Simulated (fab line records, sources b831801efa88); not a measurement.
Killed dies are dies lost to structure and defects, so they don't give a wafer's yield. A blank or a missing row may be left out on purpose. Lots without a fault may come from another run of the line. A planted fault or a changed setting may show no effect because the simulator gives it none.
A struck lot beside a sound one | flow sky130 | 17 steps out of a route of 708
Sound: wafers L637.1, L637.3, L637.5. Struck: wafers L642.3, L642.4, L642.6. The cause comes at the end.
At each step with rows: each side's tool, then ch and its chambers, then its first start. Under that, the readings that differ: sound wafers | struck wafers | difference of the means | sigmas: that difference in standard deviations of wafers without a fault.
alike: readings whose means differ by less than 2 such deviations, and words and numbers that are the same on both sides. not compared: withheld readings, readings that some wafer has no value for, bounds like >300 that may hide the same value, and numbers for which the record gives no deviation and whose values overlap.
The two part at a step that has a row with sigmas, a row that says differs or no value, or rows on one side only. Numbers that don't overlap but have no deviation are shown without sigmas and don't part them. A reading that every wafer of one side lacks parts them only if that side has two wafers or more.

first, 1 step without rows for these wafers: SKY_VT_ADJUST_PCH_IMPLANT_08.
SKY_VT_ADJUST_PCH_STRIP_09: strips in O2/N2.
  sound on plasma_asher-03 ch 0,1, day 13 05:08; struck on plasma_asher-02 ch 0,1, day 15 04:02
  alike: drypump_motor_current_A, oes_product_au, strip_time_to_endpoint_s
  not compared: rf_hours_counter_h
SKY_VT_ADJUST_PCH_TW_MEAS_10:
  sound on film_metro-01, day 13 05:14; struck on film_metro-04, day 15 04:08
  reading          | sound             | struck            | difference | sigmas
  VT_ADJUST_PCH_TW | 145.1 144.9 144.9 | 142.5 143.5 143.1 | -1.9       | -3
then, 7 steps without rows for these wafers: SKY_SONOS_TUNNEL_DEHYDRATE_00 (time 60 s); SKY_SONOS_TUNNEL_HMDS_01 (prime time 60 s); SKY_SONOS_TUNNEL_COAT_02 (resist thk 1140 nm); SKY_SONOS_TUNNEL_SOFTBAKE_03 (time 60 s); SKY_SONOS_TUNNEL_EXPOSE_04 (exposes mask TUNM, target cd 410 nm); SKY_SONOS_TUNNEL_PEB_05; SKY_SONOS_TUNNEL_DEVELOP_06 (develop time 60 s).
SKY_SONOS_TUNNEL_CD_MEAS_07: target cd 410 nm.
  sound on cd_sem-02, day 14 07:01; struck on cd_sem-01, day 16 07:08
  alike: cd_nm
SKY_SONOS_TUNNEL_OVL_MEAS_08:
  sound on overlay-02, day 14 07:08; struck on overlay-01, day 16 07:14
  reading               | sound       | struck       | difference | sigmas
  SONOS_TUNNEL_OVL (nm) | 3.5 1.7 3.5 | -0.6 0.8 0.5 | -2.7       | -2
SKY_SONOS_TUNNEL_IMPLANT_09:
  sound on implanter-02 ch 0, day 14 07:11; struck on implanter-02 ch 0, day 16 07:18
  reading                   | sound                | struck               | difference | sigmas
  beam_energy_keV           | 19.990 20.004 20.002 | 25.480 25.472 25.481 | +5.479     | +99 or more
  model.implant.rp_nm (nm)  | 63.79 63.79 63.79    | 84.51 84.51 84.51    | +20.72     |
  model.implant.drp_nm (nm) | 28.34 28.34 28.34    | 36.43 36.43 36.43    | +8.09      |
then, 2 steps without rows for these wafers: SKY_SONOS_TUNNEL_WET_ETCH_10 (etches SiO2 in dHF, target depth 14 nm, time 280 s); SKY_SONOS_TUNNEL_STRIP_11 (strips in SPM, time 600 s).
SKY_SONOS_TUNNEL_TW_MEAS_12:
  sound on film_metro-01, day 14 07:35; struck on film_metro-01, day 16 07:57
  reading         | sound             | struck            | difference | sigmas
  SONOS_TUNNEL_TW | 199.2 199.7 198.7 | 208.9 208.4 208.7 | +9.5       | +8
  not compared: hold
-- the record jumps here: 33 days lie between the struck wafers' starts before and after (it left off in module SONOS_TUNNEL and takes up again in module PAD_OPEN, whose first step shown is number 708 of the route) --
SKY_PAD_OPEN_PROBE_99:
  sound on prober-02, day 48 02:35; struck on prober-01, day 49 10:50
  reading                              | sound                   | struck                  | difference | sigmas
  model.etest.sonos_uncharged.vt_v (V) | -0.4459 -0.4193 -0.4219 | -0.4749 -0.4549 -0.4678 | -0.0368    |
  alike: killed_at_M0_to_M3, killed_at_M4_up, killed_at_contacts, killed_at_front_end, killed_at_other, killed_dies, killed_open, killed_short

WHERE THEY PART
First at SKY_VT_ADJUST_PCH_TW_MEAS_10; last, within this record, at SKY_SONOS_TUNNEL_TW_MEAS_12. Later steps at which nothing parts them and some readings are alike: SKY_PAD_OPEN_PROBE_99.

WHY: what the simulator had put in
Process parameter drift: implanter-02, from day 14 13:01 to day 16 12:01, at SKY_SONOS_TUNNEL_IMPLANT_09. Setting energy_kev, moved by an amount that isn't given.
